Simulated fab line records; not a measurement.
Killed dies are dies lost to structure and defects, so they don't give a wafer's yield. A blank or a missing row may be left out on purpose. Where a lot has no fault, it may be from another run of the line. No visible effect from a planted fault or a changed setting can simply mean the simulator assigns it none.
Matching of chambers | flow sky130 | SKY_POLY_CUT_ETCH_11 on rie_diel-01: 4 sister chambers
The step etches Si3N4 in CF4/CH2F2/Ar, stops on poly-Si, time 42.5 s, target depth 60 nm. 8 wafers are shown with their chamber, then 7 later ones without.

EACH WAFER AND ITS CHAMBER
wafer  | chamber | drypump_motor_current_A (A) | cf4_flow_sccm (sccm)
L189.5 | 0       | 5.6                         | 40.23
L194.4 | 2       | 5.8                         | 40.21
L194.6 | 3       | 6.6                         | 39.87
L196.1 | 0       | 5.5                         | 39.96
L196.3 | 3       | 6.6                         | 40.00
L196.5 | 1       | 6.5                         | 39.99
L202.3 | 1       | 6.5                         | 40.01
L202.5 | 2       | 5.8                         | 39.96

WAFERS WHOSE CHAMBER IS MISSING
wafer  | drypump_motor_current_A (A) | cf4_flow_sccm (sccm)
L202.6 | 6.7                         | 39.81
L208.1 | 5.8                         | 39.99
L208.2 | 6.6                         | 40.10
L208.5 | 5.6                         | 40.09
L209.2 | 6.5                         | 40.12
L209.3 | 6.6                         | 39.84
L209.5 | 6.6                         | 39.92

WHICH CHAMBER EACH WENT THROUGH
wafer  | from the rows above     | in truth
L202.6 | 3                       | 3
L208.1 | 2                       | 2
L208.2 | can't be placed: 3 or 1 | 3
L208.5 | 0                       | 0
L209.2 | 1                       | 1
L209.3 | 3                       | 3
L209.5 | 3                       | 3
Correctly placed: 6 of 7. These rows do not allow placing 1 (true chamber among the candidates in 1). Placed wrongly: 0.
How it was worked out, from the rows above alone: a wafer's distance from a chamber is the root of the sum, over the readings, of the square of ((its reading less the chamber's mean) divided by the reading's scatter). If the next closest chamber is less than 2 further off than the closest, the wafer can't be placed; otherwise it belongs to the closest. The mean given for a chamber averages the wafers shown for that chamber. How the scatter is found: for the shown wafers, subtract from each reading the mean of its chamber, square and add these, divide the total by (wafers less chambers), then take the root.
